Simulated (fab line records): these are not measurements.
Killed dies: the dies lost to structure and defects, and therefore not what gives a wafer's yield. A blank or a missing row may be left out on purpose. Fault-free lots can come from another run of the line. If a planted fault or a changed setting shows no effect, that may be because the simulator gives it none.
fab line records | flow gf180mcu
record: lots: 12 wafers: 36 lastDay: 34
route steps=602 shown HV_LDD@233 SALICIDE@281 V1@339 M2@362
lots with no fault: from the same line, run without faults
startH: the number of hours between the record's first day and the start of the first shown wafer of the lot | waitH: time in hours since the lot's previous step | " repeats the value in the row above | L1.1+2: one row covering several wafers at once | - no value, or no start given | * or withheld: withheld | < > ~ a bound
route shown NAME@n: a module of which the file shows steps, and the number in the route of the first | usual: the fault-free wafers' mean and standard deviation | same: alike in all rows | chamber/n: place in a boat | sites: readings site by site | _std_site: standard deviation of those values | _edge_site: mean of outer sites minus mean of inner sites | radiusMm: how far each site lies from the wafer's centre | mask NAME#n: copy n | behind: the most recent tool/chamber to have shaped the wafer | hold: the reason the lot was held/the length of the hold in hours/how it ended | device: the transistor (n, p or np) that didn't switch | end of line: the tests these same wafers got at the end of their route | where a step has no rows: the recipe by itself | killed: at the first sort, the dies lost to defects and structure; wafer yield is something else | map: shows each die of a wafer: x if killed, . if not, _ if none is there
set.NAME: the run value of the setting; set.NAME@STEP: its run value at that earlier step | model.NAME: the simulator's own value behind a step, which no gauge read
the route's steps for a sample of lots (tables are steps, rows are wafers)
services: when a tool's chamber went out of use (startH, in hours from the record's first day, below 0 if earlier), for how many hours, and the reason
== steps ==
step: GF_HV_LDD_THK_MEAS_57
recipe: reads: Si3N4_of_HV_LDD_CVD_56
usual: HV_LDD_CVD_56_THK: 90.3/0.94
columns lot.wafer tool chamber startH waitH HV_LDD_CVD_56_THK[nm]
L464.1 filmMetro-04 - 278.42 0.0 90.7
L464.2 " - " " 89.6
L464.5 " - " " 90.1
L466.1 filmMetro-04 - 289.03 0.0 91.4
L466.3 " - " " 90.6
L466.5 " - " " 90.8
L468.2 filmMetro-03 - 306.46 0.0 89.6
L468.3 " - " " 90.3
L468.6 " - " " 90.7
L469.2 filmMetro-03 - 315.44 0.0 91.4
L469.4 " - " " 90.8
L469.6 " - " " 90.7
L470.1 filmMetro-03 - 324.20 0.0 90.3
L470.3 " - " " 89.7
L470.5 " - " " 89.9
L471.1 filmMetro-04 - 330.85 0.0 92.1
L471.2 " - " " 92.4
L471.5 " - " " 92.9
L472.1 filmMetro-03 - 343.07 0.0 90.9
L472.5 " - " " 90.5
L472.6 " - " " 90.3
L473.2 filmMetro-01 - 348.53 0.0 91.0
L473.3 " - " " 90.4
L473.6 " - " " 89.6
L479.1 filmMetro-03 - 396.27 0.0 87.6
L479.3 " - " " 88.1
L479.4 " - " " 88.8
L480.1 filmMetro-01 - 409.72 0.0 89.4
L480.3 " - " " 89.3
L480.6 " - " " 90.5
L482.2 filmMetro-04 - 426.23 0.0 90.1
L482.3 " - " " 90.3
L482.6 " - " " 90.7
L487.2 filmMetro-04 - 467.07 0.0 90.6
L487.3 " - " " 91.6
L487.6 " - " " 91.1
step: GF_SALICIDE_SPUTTER_03
recipe: material: TiN targetThkNm: 20 powerW: 6500 timeS: 16.7 chamberPressurePa: 0.4
usual: cathodeDcPowerW: 6500.1/1.2 throttleValvePct: 30.3/1.2
columns lot.wafer tool chamber startH waitH cathodeDcPowerW throttleValvePct
L464.1 pvdSputter-04 - 342.26 0.0 6498.4 30.9
L464.2 " - " " 6499.1 31.5
L464.5 " - " " 6499.2 31.1
L466.1 pvdSputter-04 - 353.31 0.0 6500.8 31.0
L466.3 " - " " 6499.8 30.7
L466.5 " - " " 6500.6 31.0
L468.2 pvdSputter-02 - 372.50 0.0 6498.8 28.6
L468.3 " - " " 6499.9 30.3
L468.6 " - " " 6499.5 30.9
L469.2 pvdSputter-01 - 383.15 0.0 6500.9 29.3
L469.4 " - " " 6499.9 28.6
L469.6 " - " " 6500.9 30.6
L470.1 pvdSputter-01 - 391.34 0.0 6499.3 29.7
L470.3 " - " " 6500.9 29.3
L470.5 " - " " 6500.7 29.4
L471.1 pvdSputter-04 - 398.16 0.0 6499.7 31.0
L471.2 " - " " 6500.1 31.8
L471.5 " - " " 6499.7 31.8
L472.1 pvdSputter-04 - 412.05 0.0 6500.6 28.1
L472.5 " - " " 6502.9 28.1
L472.6 " - " " 6500.9 31.5
L473.2 pvdSputter-04 - 417.61 0.0 6499.3 31.3
L473.3 " - " " 6497.2 28.0
L473.6 " - " " 6501.1 27.9
L479.1 pvdSputter-02 - 471.40 0.0 6500.2 31.5
L479.3 " - " " 6500.0 30.1
L479.4 " - " " 6500.4 29.2
L480.1 pvdSputter-04 - 483.01 0.0 6501.1 31.3
L480.3 " - " " 6497.0 31.0
L480.6 " - " " 6500.1 31.5
L482.2 pvdSputter-04 - 500.63 0.0 6501.4 30.7
L482.3 " - " " 8558.1 30.9
L482.6 " - " " 6502.7 28.0
L487.2 pvdSputter-01 - 540.23 0.0 6501.8 30.5
L487.3 " - " " 6498.3 29.3
L487.6 " - " " 6501.6 30.5
step: GF_SALICIDE_RS_MEAS_04
recipe: thkMeasGauge: four-point-probe reads: TiN_of_SALICIDE_SPUTTER_03+Co_of_SALICIDE_SPUTTER_02
usual: SALICIDE_TIN_RS: 16.35/0.3
columns lot.wafer tool chamber startH waitH SALICIDE_TIN_RS[ohm/sq]
L464.1 filmMetro-02 - 342.28 0.0 15.82
L464.2 " - " " 16.32
L464.5 " - " " 16.16
L466.1 filmMetro-03 - 353.34 0.0 15.80
L466.3 " - " " 16.12
L466.5 " - " " 16.55
L468.2 filmMetro-02 - 372.54 0.0 16.54
L468.3 " - " " 16.55
L468.6 " - " " 15.96
L469.2 filmMetro-03 - 383.20 0.0 16.39
L469.4 " - " " 16.69
L469.6 " - " " 16.48
L470.1 filmMetro-04 - 391.37 0.0 15.93
L470.3 " - " " 16.69
L470.5 " - " " 16.46
L471.1 filmMetro-02 - 398.19 0.0 16.23
L471.2 " - " " 16.61
L471.5 " - " " 16.67
L472.1 filmMetro-03 - 412.08 0.0 16.43
L472.5 " - " " 16.07
L472.6 " - " " 16.56
L473.2 filmMetro-02 - 417.65 0.0 15.68
L473.3 " - " " 16.02
L473.6 " - " " 15.91
L479.1 filmMetro-02 - 471.42 0.0 16.50
L479.3 " - " " 16.43
L479.4 " - " " 16.17
L480.1 filmMetro-04 - 483.04 0.0 16.21
L480.3 " - " " 16.57
L480.6 " - " " 16.63
L482.2 filmMetro-03 - 500.68 0.0 16.36
L482.3 " - " " 14.38
L482.6 " - " " 16.45
L487.2 filmMetro-04 - 540.28 0.0 16.40
L487.3 " - " " 16.06
L487.6 " - " " 16.13
step: GF_SALICIDE_THK_MEAS_05
recipe: thkMeasGauge: xrf reads: TiN_of_SALICIDE_SPUTTER_03
usual: SALICIDE_TIN_THK: 19.89/0.29
columns lot.wafer tool chamber startH waitH SALICIDE_TIN_THK[nm]
L464.1 filmMetro-02 - 342.40 0.1 19.31
L464.2 " - " " 19.25
L464.5 " - " " 19.43
L466.1 filmMetro-03 - 353.46 0.1 20.29
L466.3 " - " " 20.31
L466.5 " - " " 20.14
L468.2 filmMetro-02 - 372.65 0.1 20.22
L468.3 " - " " 20.27
L468.6 " - " " 20.24
L469.2 filmMetro-03 - 383.31 0.1 20.31
L469.4 " - " " 19.74
L469.6 " - " " 20.12
L470.1 filmMetro-04 - 391.49 0.1 20.49
L470.3 " - " " 19.49
L470.5 " - " " 19.80
L471.1 filmMetro-02 - 398.31 0.1 19.60
L471.2 " - " " 19.55
L471.5 " - " " 19.47
L472.1 filmMetro-03 - 412.20 0.1 20.02
L472.5 " - " " 20.04
L472.6 " - " " 19.72
L473.2 filmMetro-02 - 417.76 0.1 20.16
L473.3 " - " " 20.06
L473.6 " - " " 20.06
L479.1 filmMetro-02 - 471.54 0.1 19.67
L479.3 " - " " 20.00
L479.4 " - " " 19.76
L480.1 filmMetro-04 - 483.16 0.1 19.80
L480.3 " - " " 19.81
L480.6 " - " " 19.75
L482.2 filmMetro-03 - 500.79 0.1 20.23
L482.3 " - " " 26.43
L482.6 " - " " 20.27
L487.2 filmMetro-04 - 540.39 0.1 20.21
L487.3 " - " " 20.10
L487.6 " - " " 19.97
step: GF_V1_CMP_04
recipe: material: SiO2 downForcePsi: 4 platenRpm: 60 padVelocityMS: 0.94248
usual: motorCurrentA: 12.7/1.4 timeToEndpointS: 79/5.4
columns lot.wafer tool chamber startH waitH motorCurrentA timeToEndpointS
L464.1 cmp-02 0 388.87 0.1 12.5 74
L464.2 " 3 " " 12.1 84
L464.5 " 1 " " 12.1 84
L466.1 cmp-02 3 402.34 0.1 12.1 79
L466.3 " 0 " " 13.0 73
L466.5 " 2 " " 9.4 86
L468.2 cmp-01 0 422.52 0.1 12.6 74
L468.3 " 1 " " 13.5 77
L468.6 " 3 " " 15.0 75
L469.4 cmp-02 2 434.07 0.0 9.2 85
L469.2 " 0 " " 12.2 77
L469.6 " 2 " " 10.1 83
L470.3 cmp-01 3 447.20 0.1 14.9 72
L470.1 " 0 " " 12.3 77
L470.5 " 3 " " 14.1 73
L471.1 cmp-01 1 449.79 0.1 13.7 80
L471.2 " 0 " " 12.2 81
L471.5 " 2 " " 13.9 84
L472.1 cmp-01 0 464.08 0.1 12.7 74
L472.6 " 2 " " 14.0 76
L472.5 " 3 " " 14.3 79
L473.2 cmp-01 2 473.95 0.5 14.6 79
L473.3 " 3 " " 14.2 89
L473.6 " 1 " " 13.1 89
L479.4 cmp-02 1 521.78 0.0 12.4 86
L479.3 " 2 " " 9.9 91
L479.1 " 0 " " 12.6 81
L480.1 cmp-01 3 533.32 0.1 14.8 70
L480.3 " 2 " " 13.8 64
L480.6 " 0 " " 12.4 74
L482.3 cmp-02 3 550.62 0.0 12.0 80
L482.2 " 2 " " 9.7 81
L482.6 " 3 " " 11.8 90
L487.2 cmp-01 1 586.75 0.0 13.4 78
L487.3 " 3 " " 14.8 77
L487.6 " 2 " " 13.8 78
step: GF_M2_SPUTTER_00
recipe: material: Ti targetThkNm: 37.5 arrivingIonEnergyEv: 80 substrateTempC: 200 chamberPressurePa: 2 powerW: 4000 timeS: 150
usual: cathodeDcPowerW: 4000.0/0.72 throttleValvePct: 30.1/1.2
columns lot.wafer tool chamber startH waitH cathodeDcPowerW throttleValvePct
L464.1 pvdSputter-04 - 413.60 0.1 3999.4 31.6
L464.2 " - " " 3999.2 31.3
L464.5 " - " " 3999.2 28.1
L466.1 pvdSputter-04 - 427.72 0.2 4000.4 31.1
L466.3 " - " " 3999.8 31.4
L466.5 " - " " 4000.2 30.8
L468.2 pvdSputter-01 - 448.88 0.1 3998.3 29.0
L468.3 " - " " 3999.5 30.6
L468.6 " - " " 4001.1 28.6
L469.2 pvdSputter-04 - 458.62 0.1 3999.2 27.9
L469.4 " - " " 4000.7 31.5
L469.6 " - " " 3999.7 31.4
L470.1 pvdSputter-02 - 473.96 0.2 3998.7 31.6
L470.3 " - " " 4000.0 30.4
L470.5 " - " " 3999.8 31.2
L471.1 pvdSputter-02 - 476.26 0.2 4000.1 31.0
L471.2 " - " " 4000.8 31.5
L471.5 " - " " 3999.7 30.1
L472.1 pvdSputter-04 - 489.70 0.1 4000.8 31.0
L472.5 " - " " 3999.8 31.0
L472.6 " - " " 3999.4 31.4
L473.2 pvdSputter-01 - 499.59 0.1 3999.0 29.5
L473.3 " - " " 3999.8 30.7
L473.6 " - " " 4000.6 30.7
L479.1 pvdSputter-02 - 545.39 0.2 3999.5 31.0
L479.3 " - " " 3999.2 31.4
L479.4 " - " " 4000.1 30.4
L480.1 pvdSputter-02 - 557.14 0.1 3999.5 29.1
L480.3 " - " " 4001.0 31.1
L480.6 " - " " 3999.0 31.3
L482.2 pvdSputter-04 - 576.99 0.1 3999.5 27.7
L482.3 " - " " 3999.6 31.5
L482.6 " - " " 4000.3 31.0
L487.2 pvdSputter-01 - 609.20 0.2 4000.0 28.3
L487.3 " - " " 4000.3 29.5
L487.6 " - " " 4001.5 30.4
== services ==
columns tool chamber startH hours kind
cmp-02 - 332.80 2.1 repair
pvdSputter-04 - 379.61 1.6 repair
pvdSputter-02 - 382.40 1.0 repair
cmp-02 - 393.61 6.0 pm
cmp-02 - 403.36 5.9 pm
pvdSputter-02 - 403.38 3.4 repair
cmp-01 - 404.00 4.0 pm
cmp-01 - 408.00 - consumableReplace:conditioner
cmp-01 - 408.00 - consumableReplace:pad
cmp-02 - 409.37 0.4 repair
cmp-02 - 450.09 5.6 repair
pvdSputter-01 - 450.34 9.0 repair
pvdSputter-02 3 452.69 - consumableReplace:kit
pvdSputter-01 - 456.40 1.1 repair
pvdSputter-04 2 560.47 - consumableReplace:kit
pvdSputter-04 2 560.47 18.0 scheduledDown
pvdSputter-04 2 560.47 18.0 ventCycle
cmp-01 - 561.55 9.4 pm
cmp-01 - 570.90 4.7 pm
cmp-02 - 572.39 4.0 pm
cmp-02 - 591.66 0.7 repair
pvdSputter-02 - 593.06 27.1 repair
pvdSputter-04 - 597.68 0.6 repair
cmp-02 - 598.84 0.6 repair
== key ==
firstSign: step: GF_SALICIDE_SPUTTER_03 reading: cathodeDcPowerW direction: up sigmas: 99+ usual: 6500.1 struck: 8558.1
effect: step: GF_SALICIDE_RS_MEAS_04 reading: SALICIDE_TIN_RS direction: down sigmas: 6.6 usual: 16.35 struck: 14.38
effect: step: GF_SALICIDE_THK_MEAS_05 reading: SALICIDE_TIN_THK direction: up sigmas: 22 usual: 19.89 struck: 26.43
metAt GF_SALICIDE_SPUTTER_03
struckLots L482
struckWafers L482.3
testerLeftOut L482
notActingAt GF_HV_LDD_THK_MEAS_57,GF_V1_CMP_04,GF_M2_SPUTTER_00
onsetBetween 483.01 500.63
fault: kind: processParameterDrift tool: pvdSputter-04 chamber: - onsetH: 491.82 steps: GF_SALICIDE_SPUTTER_03 channel: powerW offset: 2056.4 shape: step endH: 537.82 actsIn: theseRecipesOnly stated: 6500 scope: struckWafersOnly
testerLeftOut: of these lots the tester's yield and bins aren't shown, on N5 and GAA mostly nor the transistor test; their killed dies are dies lost to structure and defects alone, not to doping, threshold or leakage, so they don't give the yield
